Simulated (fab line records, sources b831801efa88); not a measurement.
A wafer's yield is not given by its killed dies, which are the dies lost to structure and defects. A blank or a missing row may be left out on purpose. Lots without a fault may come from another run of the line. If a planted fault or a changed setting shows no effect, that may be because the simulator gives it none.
Which tool is to blame?    flow gf180mcu    12 lots with 35 wafers sampled at 5 steps, on a route of 602 steps

WHAT EACH GAUGE READ, for each wafer
GF_V3_OVL_MEAS_15.
lot   measured      on          V3_OVL (nm)
L112  day 22 08:56  overlay-01  -4 -8 -7
L113  day 22 15:24  overlay-02  6 5 6
L114  day 23 03:22  overlay-01  2 -5 -3
L116  day 23 21:08  overlay-02  -7 -1 5
L119  day 25 04:37  overlay-02  -1 2 0
L120  day 25 11:06  overlay-01  -6 -1 -5
L121  day 25 16:55  overlay-02  5 5 -1
L122  day 26 04:30  overlay-02  -3 5 -3
L123  day 26 05:05  overlay-02  -1 4 2
L124  day 26 22:45  overlay-01  3 -1 -2
L127  day 27 13:10  overlay-02  5 -4
L128  day 27 22:27  overlay-02  -5 -12 -1

GF_M4_CD_MEAS_14: the cd target is 280 nm.
lot   measured      on        cdNm (nm)
L112  day 23 09:26  cdSem-01  279.5 279.1 281.1
L113  day 23 15:30  cdSem-01  279.8 281.7 280.1
L114  day 24 03:15  cdSem-02  278.8 279.4 277.9
L116  day 24 20:39  cdSem-02  280.4 281.3 280.0
L119  day 26 03:27  cdSem-01  279.5 279.1 278.5
L120  day 26 10:18  cdSem-02  278.8 278.6 279.4
L121  day 26 15:32  cdSem-02  279.3 281.3 281.0
L122  day 27 02:08  cdSem-01  278.4 279.4 280.0
L123  day 27 03:27  cdSem-02  280.2 279.6 280.5
L124  day 27 19:53  cdSem-01  280.9 280.5 280.6
L127  day 28 10:13  cdSem-01  266.6 278.9 266.8 279.1
L128  day 28 19:21  cdSem-01  280.9 268.0 280.4 281.0 267.7 280.5

WHAT TOOL EACH LOT RAN ON (gives the tool, then ch and the chambers of the sampled wafers, and finally the start)
lot   GF_M3_METAL_ETCH_16               GF_M4_SPUTTER_03             GF_M4_EXPOSE_11
L112  rieMetal-04 ch 0,1, day 21 08:06  pvdSputter-04, day 22 10:29  krfScanner-01 ch 0, day 22 22:10
L113  rieMetal-03 ch 0,1, day 21 13:35  pvdSputter-03, day 22 16:59  krfScanner-01 ch 0, day 23 04:54
L114  rieMetal-03 ch 0,1, day 22 02:31  pvdSputter-02, day 23 04:55  krfScanner-02 ch 0, day 23 16:02
L116  rieMetal-03 ch 0,1, day 22 20:52  pvdSputter-02, day 23 22:43  krfScanner-02 ch 0, day 24 09:39
L119  rieMetal-03 ch 0,1, day 24 05:27  pvdSputter-04, day 25 06:10  krfScanner-02 ch 0, day 25 16:57
L120  rieMetal-01 ch 0, day 24 11:36    pvdSputter-04, day 25 12:39  krfScanner-01 ch 0, day 25 23:25
L121  rieMetal-03 ch 0,1, day 24 17:57  pvdSputter-03, day 25 18:28  krfScanner-01 ch 0, day 26 05:03
L122  rieMetal-01 ch 0, day 25 05:02    pvdSputter-03, day 26 06:03  krfScanner-02 ch 0, day 26 16:22
L123  rieMetal-03 ch 1, day 25 06:38    pvdSputter-02, day 26 06:38  krfScanner-02 ch 0, day 26 17:11
L124  rieMetal-01 ch 0,1, day 26 00:30  pvdSputter-04, day 27 00:18  krfScanner-02 ch 0, day 27 09:50
L127  rieMetal-04 ch 1, day 26 15:16    pvdSputter-03, day 27 14:46  krfScanner-02 ch 0, day 28 00:32
L128  rieMetal-01 ch 0,1, day 27 00:40  pvdSputter-03, day 28 00:00  krfScanner-02 ch 0, day 28 09:29
- GF_M3_METAL_ETCH_16: etches the open film in Cl2/BCl3, stops on SiO2, target depth 750.8 nm, time 125.1 s.
- GF_M4_SPUTTER_03: material Ti, target thk 10 nm, time 6.7 s.
- GF_M4_EXPOSE_11: exposes mask Metal4, target cd 280 nm.

WHAT THE TOOLS THEMSELVES READ (means of the sampled wafers that have a number; where no wafer has one, the mark that the record gives instead)
GF_M3_METAL_ETCH_16.
lot   tool         drypumpMotorCurrentA (A)  oesProductAu (a.u.)  rfFwdPowerW (W)  throttleValvePct (%)
L112  rieMetal-04  6.3                       0.990                798.8            28.234
L113  rieMetal-03  5.7                       0.995                797.7            28.224
L114  rieMetal-03  5.7                       0.988                796.2            28.219
L116  rieMetal-03  5.7                       0.998                795.4            28.227
L119  rieMetal-03  5.7                       0.994                794.8            28.226
L120  rieMetal-01  6.4                       0.993                801.5            28.225
L121  rieMetal-03  5.5                       0.993                797.6            28.227
L122  rieMetal-01  6.3                       0.991                796.2            28.229
L123  rieMetal-03  5.4                       0.986                799.0            28.223
L124  rieMetal-01  6.1                       0.995                801.7            28.230
L127  rieMetal-04  6.4                       0.986                795.6            28.231
L128  rieMetal-01  5.9                       0.984                798.2            28.231

GF_M4_SPUTTER_03.
lot   tool           throttleValvePct (%)
L112  pvdSputter-04  29.9
L113  pvdSputter-03  30.7
L114  pvdSputter-02  29.9
L116  pvdSputter-02  30.2
L119  pvdSputter-04  28.5
L120  pvdSputter-04  29.5
L121  pvdSputter-03  30.4
L122  pvdSputter-03  30.6
L123  pvdSputter-02  29.9
L124  pvdSputter-04  30.6
L127  pvdSputter-03  30.8
L128  pvdSputter-03  30.8

GF_M4_EXPOSE_11.
lot   tool           exposureDoseMJCm2
L112  krfScanner-01  27.934
L113  krfScanner-01  27.931
L114  krfScanner-02  27.993
L116  krfScanner-02  27.967
L119  krfScanner-02  27.952
L120  krfScanner-01  27.969
L121  krfScanner-01  27.940
L122  krfScanner-02  27.955
L123  krfScanner-02  27.925
L124  krfScanner-02  27.918
L127  krfScanner-02  27.931
L128  krfScanner-02  27.965

THE ANSWER, worked out from the rows above alone
Rule: the lots themselves supply what counts as usual. Put in order of their means at a reading, lots are off if they are a third of the lots or fewer, leave a main group of 4 or more, and stand apart from it by a gap of 3 or more times the standard deviation of the main group's means; of several such gaps the widest counts. The tables above print the reading to a certain number of digits; a main group whose means all agree to those digits is not used. A lot without any number at a reading at which 4 lots or more have one is off too. Any other lot the step has rows for is counted as sound. Order of review: gauges by route order, followed by the tools' own readings, for which a lot's mean as printed above is used. At the first step where some lot is off, the reading lying furthest off is the one used; lots without a number count as furthest.
Off, at GF_M4_CD_MEAS_14 on cdNm: L127, L128. Main group: mean 279.8 nm, sd 0.73.
A tool fits if, at a process step before that reading, it ran every lot that is off, and no sound lot after the first of them. Gauges at GF_M4_CD_MEAS_14: tried the same way as those tools. Can't be told from this: 3 tools fit, pvdSputter-03 at GF_M4_SPUTTER_03, krfScanner-02 at GF_M4_EXPOSE_11, cdSem-01 at GF_M4_CD_MEAS_14.

WHAT THE SIMULATOR HAD INSERTED
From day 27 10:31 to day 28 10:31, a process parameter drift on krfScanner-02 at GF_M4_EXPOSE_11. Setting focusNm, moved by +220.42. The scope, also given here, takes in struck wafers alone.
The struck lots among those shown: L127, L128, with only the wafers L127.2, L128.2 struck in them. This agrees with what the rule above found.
